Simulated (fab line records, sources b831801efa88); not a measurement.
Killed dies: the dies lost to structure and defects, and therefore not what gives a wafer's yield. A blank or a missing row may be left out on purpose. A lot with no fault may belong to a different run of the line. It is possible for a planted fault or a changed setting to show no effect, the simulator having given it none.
fab line records | flow sky130
record: lots: 7 wafers: 21 last_day: 50
route steps=708 shown VT_ADJUST_PCH@145 SONOS_TUNNEL@154 PAD_OPEN@708
lots with no fault: from the same line, run without faults
start_h: hours from the record's opening day to when the first of the lot's shown wafers began | wait_h: how many hours have passed since the lot's step before this one | " the same as in the row above | L1.1+2: several wafers, shown together as one row | - no value, or no start was given | * or withheld: withheld | < > ~ a bound
route shown NAME@n: names a module that has steps shown in the file, with the first one's number in the route | usual: mean and standard deviation over wafers with no fault | same: alike in all rows | chamber/n: place in a boat | sites: readings site by site | _std_site: the values' standard deviation | _edge_site: the outer-site mean with the inner-site mean subtracted | radius_mm: how far each site lies from the wafer's centre | mask NAME#n: copy n | behind: the last tool/chamber to shape the wafer | hold: cause of the lot's hold/its duration in hours/its outcome | device: names the non-switching transistor (n, p or np) | end of line: tests of these same wafers at the route's end | a step without rows: its recipe alone | killed: the dies lost at the first sort to structure and to defects; this is not the yield of the wafer | map: per-die view of a wafer (x killed, . not killed, _ where there is no die)
set.NAME: the setting as run; set.NAME@STEP: as run at that earlier step | model.NAME: the simulator's own value behind a step, which no gauge read
lots seen at some steps along the route; tables by step, rows by wafer
services: when a tool's chamber went out of use (start_h, in hours from the record's first day, below 0 if earlier), for how many hours, and the reason
== steps ==
step: SKY_VT_ADJUST_PCH_COAT_02
recipe: spin_rpm: 2000 resist_thk_nm: 3000
step: SKY_VT_ADJUST_PCH_SOFTBAKE_03
recipe: temp_c: 110 time_s: withheld
step: SKY_VT_ADJUST_PCH_EXPOSE_04
recipe: mask_id: NWM na: 0.6 source_shape: conventional sigma_outer: 0.6 polarization: unpolarized target_cd_nm: 840 dose_mj: 255
step: SKY_VT_ADJUST_PCH_PEB_05
recipe: temp_c: 115 time_s: withheld
step: SKY_VT_ADJUST_PCH_DEVELOP_06
recipe: wall_angle_deg: 90 developer: TMAH develop_time_s: 60 dev_temp_c: 23
step: SKY_VT_ADJUST_PCH_OVL_MEAS_07
usual: VT_ADJUST_PCH_OVL: 0.0/1.5
columns lot.wafer tool chamber start_h wait_h VT_ADJUST_PCH_OVL[nm]
L460.2 overlay-01 - 287.07 - 2.2
L460.3 " - " " 0.1
L460.5 " - " " 1.8
L462.1 overlay-02 - 294.01 - 0.2
L462.4 " - " " -1.5
L462.5 " - " " -1.1
L461.3 overlay-02 - 296.39 - -0.1
L461.4 " - " " -0.6
L461.6 " - " " -0.5
L463.3 overlay-01 - 296.70 - -0.7
L463.4 " - " " -1.6
L463.5 " - " " -2.5
L466.2 overlay-02 - 319.04 - -1.5
L466.3 " - " " -2.8
L466.5 " - " " -2.5
L473.2 overlay-01 - 366.59 - 1.1
L473.3 " - " " 2.2
L473.4 " - " " 1.2
L475.1 overlay-01 - 385.73 - 0.3
L475.2 " - " " 1.4
L475.6 " - " " 0.9
step: SKY_VT_ADJUST_PCH_IMPLANT_08
recipe: species: B energy_kev: 10 dose_cm2: 5.067e+11 tilt_deg: withheld
step: SKY_VT_ADJUST_PCH_STRIP_09
recipe: chemistry: O2/N2 power_w: 1400 pressure_mtorr: 1500 platen_temp_c: withheld o2_flow_sccm: 3000 n2_flow_sccm: 300 overash_fraction: 0.5
usual: drypump_motor_current_A: 5.5/0.35 oes_product_au: 0.722/0.0046 strip_time_to_endpoint_s: 36.91/0.12
columns lot.wafer tool chamber start_h wait_h drypump_motor_current_A oes_product_au rf_hours_counter_h strip_time_to_endpoint_s
L460.2 plasma_asher-02 0 287.25 0.1 5.1 0.721 59 36.84
L460.3 " 0 " " 5.1 0.720 - 36.96
L460.5 " 0 " " 5.1 0.730 - 36.81
L462.1 plasma_asher-03 1 294.20 0.1 5.9 0.712 17 36.96
L462.4 " 0 " " 5.3 0.725 - 36.95
L462.5 " 1 " " 6.0 0.721 - 36.74
L461.3 plasma_asher-01 1 296.60 0.1 4.9 0.723 - 36.86
L461.4 " 0 " " 5.8 0.718 - 36.98
L461.6 " 1 " " 5.0 0.722 - 36.93
L463.3 plasma_asher-01 1 296.90 0.1 5.0 0.724 - 36.85
L463.4 " 0 " " 5.7 0.718 - 36.98
L463.5 " 0 " " 5.7 0.722 - 36.76
L466.2 plasma_asher-01 0 319.22 0.1 5.8 0.719 63 37.06
L466.3 " 0 " " 5.7 0.719 - 36.94
L466.5 " 0 " " 5.7 0.727 - 37.05
L473.2 plasma_asher-02 0 366.77 0.1 5.1 0.722 66 36.91
L473.3 " 0 " " 5.1 0.724 - 36.89
L473.4 " 1 " " 5.4 0.723 - 36.93
L475.1 plasma_asher-01 0 385.92 0.1 5.7 0.724 69 36.89
L475.2 " 1 " " 5.0 0.733 69 36.88
L475.6 " 0 " " 5.7 0.722 - 36.86
step: SKY_VT_ADJUST_PCH_TW_MEAS_10
usual: VT_ADJUST_PCH_TW: 145.3/1.6
columns lot.wafer tool chamber start_h wait_h VT_ADJUST_PCH_TW
L460.2 film_metro-01 - 287.36 0.1 147.2
L460.3 " - " " 147.3
L460.5 " - " " 147.5
L462.1 film_metro-01 - 294.30 0.1 147.2
L462.4 " - " " 147.5
L462.5 " - " " 146.7
L461.3 film_metro-02 - 296.69 0.1 144.5
L461.4 " - " " 145.1
L461.6 " - " " 144.3
L463.3 film_metro-03 - 296.99 0.1 144.0
L463.4 " - " " 144.3
L463.5 " - " " 143.5
L466.2 film_metro-03 - 319.33 0.1 143.3
L466.3 " - " " 143.0
L466.5 " - " " 145.3
L473.2 film_metro-03 - 366.88 0.1 144.5
L473.3 " - " " 143.9
L473.4 " - " " 143.9
L475.1 film_metro-02 - 386.02 0.1 144.6
L475.2 " - " " 144.0
L475.6 " - " " 145.0
step: SKY_SONOS_TUNNEL_DEHYDRATE_00
recipe: temp_c: 200 time_s: 60
step: SKY_SONOS_TUNNEL_HMDS_01
recipe: prime_time_s: 60 prime_temp_c: 120
step: SKY_SONOS_TUNNEL_COAT_02
recipe: resist: NOVOLAK spin_rpm: 3000 resist_thk_nm: 1140
step: SKY_SONOS_TUNNEL_SOFTBAKE_03
recipe: temp_c: 90 time_s: 60 resist: NOVOLAK
usual: plate_temp_C: 89.97/0.13 run_length_s: 89.04/0.16
columns lot.wafer tool chamber start_h wait_h plate_temp_C run_length_s
L460.2 litho_track-01 0 299.16 0.1 90.04 89.04
L460.3 " 0 " " 89.85 89.43
L460.5 " 0 " " 89.87 89.13
L462.1 litho_track-01 0 307.28 0.1 89.88 101.69
L462.4 " 0 " " 90.08 101.78
L462.5 " 0 " " 90.06 101.65
L461.3 litho_track-02 0 309.90 0.1 89.97 89.08
L461.4 " 0 " " 89.69 89.07
L461.6 " 0 " " 89.89 89.05
L463.3 litho_track-01 0 309.98 0.1 89.96 101.72
L463.4 " 0 " " 90.03 101.96
L463.5 " 0 " " 89.80 101.62
L466.2 litho_track-01 0 331.86 0.1 90.06 101.68
L466.3 " 0 " " 89.98 101.72
L466.5 " 0 " " 89.79 101.69
L473.2 litho_track-02 0 381.37 0.1 90.00 88.91
L473.3 " 0 " " 89.95 89.17
L473.4 " 0 " " 89.96 88.84
L475.1 litho_track-01 0 399.73 0.1 90.11 89.10
L475.2 " 0 " " 90.06 89.12
L475.6 " 0 " " 90.00 89.05
step: SKY_SONOS_TUNNEL_EXPOSE_04
recipe: mask_id: TUNM na: 0.6 source_shape: conventional sigma_outer: 0.6 polarization: unpolarized target_cd_nm: 410 dose_mj: 136
step: SKY_PAD_OPEN_PROBE_99
usual: killed_at_M0_to_M3: 44/7.4 killed_at_M4_up: 3.2/2 killed_at_contacts: 24/5.1 killed_at_front_end: 15/4.8 killed_at_other: 0.2/0.46 killed_dies: 86/10 killed_on_rim: 17/3.6 killed_open: 47/7.5 killed_short: 39/7
same: gross_dies: 492 killed_at_back_side: 0
columns lot.wafer tool chamber start_h wait_h killed_at_M0_to_M3 killed_at_M4_up killed_at_contacts killed_at_front_end killed_at_other killed_dies killed_on_rim killed_open killed_short
L460.2 prober-01 - 1128.82 0.1 32 5 33 8 0 78 16 44 34
L460.3 prober-01 - 1128.87 0.2 47 0 21 15 0 83 13 52 31
L460.5 prober-01 - 1128.97 0.2 32 1 31 9 0 73 16 39 34
L462.1 prober-02 - 1130.18 0.1 37 3 23 17 0 80 15 42 38
L462.4 prober-02 - 1130.33 0.2 42 5 29 12 1 89 18 50 38
L462.5 prober-02 - 1130.38 0.2 47 5 25 18 0 95 18 45 49
L461.3 prober-01 - 1133.89 0.2 37 9 20 20 0 86 22 46 40
L461.4 prober-01 - 1133.94 0.2 38 3 23 20 0 84 16 44 40
L461.6 prober-01 - 1134.04 0.2 34 6 19 7 0 66 15 35 31
L463.3 prober-01 - 1135.83 0.2 30 2 21 15 0 68 15 41 27
L463.4 prober-01 - 1135.88 0.2 48 4 24 17 0 93 22 49 44
L463.5 prober-01 - 1135.93 0.2 59 1 19 24 0 103 19 56 47
L466.2 prober-01 - 1167.03 0.1 52 3 32 13 0 100 20 59 41
L466.3 prober-01 - 1167.08 0.2 38 1 24 11 1 75 17 44 31
L466.5 prober-01 - 1167.18 0.2 45 2 27 10 0 84 18 54 29
L473.2 prober-02 - 1182.82 0.1 31 3 24 9 0 67 13 33 34
L473.3 prober-02 - 1182.87 0.2 34 5 26 18 0 83 17 41 42
L473.4 prober-02 - 1182.92 0.2 44 6 21 11 1 83 16 46 37
L475.1 prober-02 - 1191.32 0.1 42 4 30 23 0 99 26 53 46
L475.2 prober-02 - 1191.37 0.1 38 4 22 25 0 89 19 52 37
L475.6 prober-02 - 1191.57 0.2 40 3 23 22 0 88 15 47 41
killed by level:class
L460.2 CONTACT:geometric_particle:open=12 LI_CONTACT:geometric_particle:open=9 METAL1:geometric_particle:short=8 CONTACT:geometric_particle:short=7 VIA3:geometric_particle:open=7 POLY_GATE:geometric_particle:open=6 VIA1:geometric_particle:open=6 METAL4:geometric_particle:short=5
L460.3 LI_CONTACT:geometric_particle:open=8 VIA1:geometric_particle:open=8 VIA1:geometric_particle:short=8 VIA3:geometric_particle:open=7 CONTACT:geometric_particle:open=7 VIA2:geometric_particle:open=6 POLY_GATE:geometric_particle:open=5 METAL2:geometric_particle:short=4
L460.5 CONTACT:geometric_particle:open=13 CONTACT:geometric_particle:short=8 VIA2:geometric_particle:open=6 LI_CONTACT:geometric_particle:open=5 VIA1:geometric_particle:open=5 VIA1:geometric_particle:short=4 LOCAL_INTERCONNECT:geometric_particle:short=4 METAL2:geometric_particle:short=4
L462.1 VIA1:geometric_particle:open=10 CONTACT:geometric_particle:open=7 VIA2:geometric_particle:open=7 FIELD_ISO:geometric_particle:open=6 LI_CONTACT:geometric_particle:open=6 CONTACT:geometric_particle:short=5 METAL3:geometric_particle:short=5 FIELD_ISO:geometric_particle:short=4
L462.4 LI_CONTACT:geometric_particle:open=12 CONTACT:geometric_particle:open=9 VIA1:geometric_particle:open=7 METAL2:geometric_particle:short=6 VIA2:geometric_particle:open=6 POLY_GATE:geometric_particle:short=5 LOCAL_INTERCONNECT:geometric_particle:short=5 METAL3:geometric_particle:open=5
L462.5 LI_CONTACT:geometric_particle:open=9 METAL1:geometric_particle:short=9 CONTACT:geometric_particle:open=7 VIA1:geometric_particle:short=6 VIA1:geometric_particle:open=6 VIA2:geometric_particle:open=5 METAL3:geometric_particle:short=5 POLY_GATE:geometric_particle:open=4
L461.3 VIA1:geometric_particle:open=7 LI_CONTACT:geometric_particle:open=7 METAL4:geometric_particle:short=7 POLY_GATE:geometric_particle:open=6 VIA3:geometric_particle:open=6 FIELD_ISO:geometric_particle:open=5 VIA2:geometric_particle:open=5 CONTACT:geometric_particle:short=4
L461.4 FIELD_ISO:geometric_particle:open=10 VIA1:geometric_particle:open=7 CONTACT:geometric_particle:short=6 VIA2:geometric_particle:open=6 VIA3:geometric_particle:open=6 LOCAL_INTERCONNECT:geometric_particle:short=5 CONTACT:geometric_particle:open=5 METAL1:geometric_particle:short=5
L461.6 VIA1:geometric_particle:open=8 VIA2:geometric_particle:open=8 CONTACT:geometric_particle:open=5 METAL1:geometric_particle:short=5 METAL4:geometric_particle:short=4 LI_CONTACT:geometric_particle:open=3 LI_CONTACT:geometric_particle:short=3 LOCAL_INTERCONNECT:geometric_particle:short=3
L463.3 CONTACT:geometric_particle:open=11 FIELD_ISO:geometric_particle:open=7 VIA1:geometric_particle:open=6 VIA2:geometric_particle:open=5 LI_CONTACT:geometric_particle:open=4 FIELD_ISO:geometric_particle:short=3 LOCAL_INTERCONNECT:geometric_particle:short=3 CONTACT:geometric_particle:short=3
L463.4 CONTACT:geometric_particle:open=13 VIA1:geometric_particle:open=11 FIELD_ISO:geometric_particle:short=7 VIA3:geometric_particle:open=7 VIA1:geometric_particle:short=7 METAL2:geometric_particle:short=7 LOCAL_INTERCONNECT:geometric_particle:short=5 FIELD_ISO:geometric_particle:open=3
L463.5 VIA1:geometric_particle:open=14 CONTACT:geometric_particle:open=10 VIA1:geometric_particle:short=10 METAL1:geometric_particle:short=7 FIELD_ISO:geometric_particle:open=6 VIA2:geometric_particle:open=6 VIA3:geometric_particle:open=6 FIELD_ISO:geometric_particle:short=5
L466.2 CONTACT:geometric_particle:open=13 VIA1:geometric_particle:open=10 METAL1:geometric_particle:short=9 LI_CONTACT:geometric_particle:open=8 CONTACT:geometric_particle:short=7 VIA3:geometric_particle:open=7 VIA2:geometric_particle:open=5 VIA1:geometric_particle:short=5
L466.3 VIA1:geometric_particle:open=11 CONTACT:geometric_particle:open=9 LI_CONTACT:geometric_particle:open=5 VIA1:geometric_particle:short=5 FIELD_ISO:geometric_particle:short=4 LOCAL_INTERCONNECT:geometric_particle:short=4 VIA2:geometric_particle:open=4 VIA3:geometric_particle:open=4
L466.5 VIA1:geometric_particle:open=15 CONTACT:geometric_particle:open=10 VIA2:geometric_particle:open=7 METAL3:geometric_particle:short=6 CONTACT:geometric_particle:short=6 VIA3:geometric_particle:open=5 LI_CONTACT:geometric_particle:open=4 METAL1:geometric_particle:short=4
L473.2 CONTACT:geometric_particle:open=9 VIA1:geometric_particle:open=6 METAL1:geometric_particle:short=5 LI_CONTACT:geometric_particle:open=4 LOCAL_INTERCONNECT:geometric_particle:short=4 VIA3:geometric_particle:open=4 LI_CONTACT:geometric_particle:short=3 CONTACT:geometric_particle:short=3
L473.3 CONTACT:geometric_particle:open=9 VIA1:geometric_particle:short=9 LI_CONTACT:geometric_particle:open=7 FIELD_ISO:geometric_particle:open=5 CONTACT:geometric_particle:short=5 VIA1:geometric_particle:open=5 METAL2:geometric_particle:short=5 METAL4:geometric_particle:short=5
L473.4 VIA1:geometric_particle:open=10 CONTACT:geometric_particle:open=9 METAL1:geometric_particle:short=9 VIA2:geometric_particle:open=7 VIA3:geometric_particle:open=7 POLY_GATE:geometric_particle:short=5 LI_CONTACT:geometric_particle:open=4 METAL4:geometric_particle:short=4
L475.1 VIA1:geometric_particle:open=13 CONTACT:geometric_particle:open=8 VIA3:geometric_particle:open=8 CONTACT:geometric_particle:short=7 FIELD_ISO:geometric_particle:short=6 LOCAL_INTERCONNECT:geometric_particle:short=6 FIELD_ISO:geometric_particle:open=5 VIA2:geometric_particle:open=5
L475.2 VIA1:geometric_particle:open=12 LI_CONTACT:geometric_particle:open=9 FIELD_ISO:geometric_particle:short=8 CONTACT:geometric_particle:open=6 FIELD_ISO:geometric_particle:open=5 VIA3:geometric_particle:open=5 POLY_GATE:geometric_particle:short=4 VIA2:geometric_particle:open=4
L475.6 LI_CONTACT:geometric_particle:open=12 VIA1:geometric_particle:open=12 POLY_GATE:geometric_particle:short=8 METAL2:geometric_particle:short=8 FIELD_ISO:geometric_particle:open=5 FIELD_ISO:geometric_particle:short=4 CONTACT:geometric_particle:open=4 VIA3:geometric_particle:open=4
== services ==
columns tool chamber start_h hours kind
plasma_asher-03 - 279.11 2.8 pm
plasma_asher-02 - 295.69 2.2 repair
plasma_asher-02 - 317.88 5.0 repair
plasma_asher-01 - 346.97 1.5 repair
plasma_asher-02 - 357.40 0.4 repair
== key ==
first_sign: step: SKY_SONOS_TUNNEL_SOFTBAKE_03 reading: run_length_s direction: up sigmas: 81 usual: * struck: *
effect none on later readings
met_at SKY_SONOS_TUNNEL_SOFTBAKE_03
struck_wafers L462.1,L462.4,L462.5,L463.3,L463.4,L463.5,L466.2,L466.3,L466.5
tester_left_out L462,L463,L466
loop_trim: step: SKY_SONOS_TUNNEL_EXPOSE_04 setting: dose lots: L466
onset_between 299.16 307.28
fault: kind: process_parameter_drift tool: litho_track-01 chamber: - onset_h: 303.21 steps: SKY_SONOS_TUNNEL_SOFTBAKE_03 channel: time_s offset: * shape: step end_h: 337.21 acts_in: * stated: *
tester_left_out: of these lots the tester's yield and bins aren't shown, on N5 and GAA mostly nor the transistor test; their killed dies are dies lost to structure and defects alone, not to doping, threshold or leakage, so they don't give the yield
loop_trim: a control loop set the setting to another value than it would have without faults
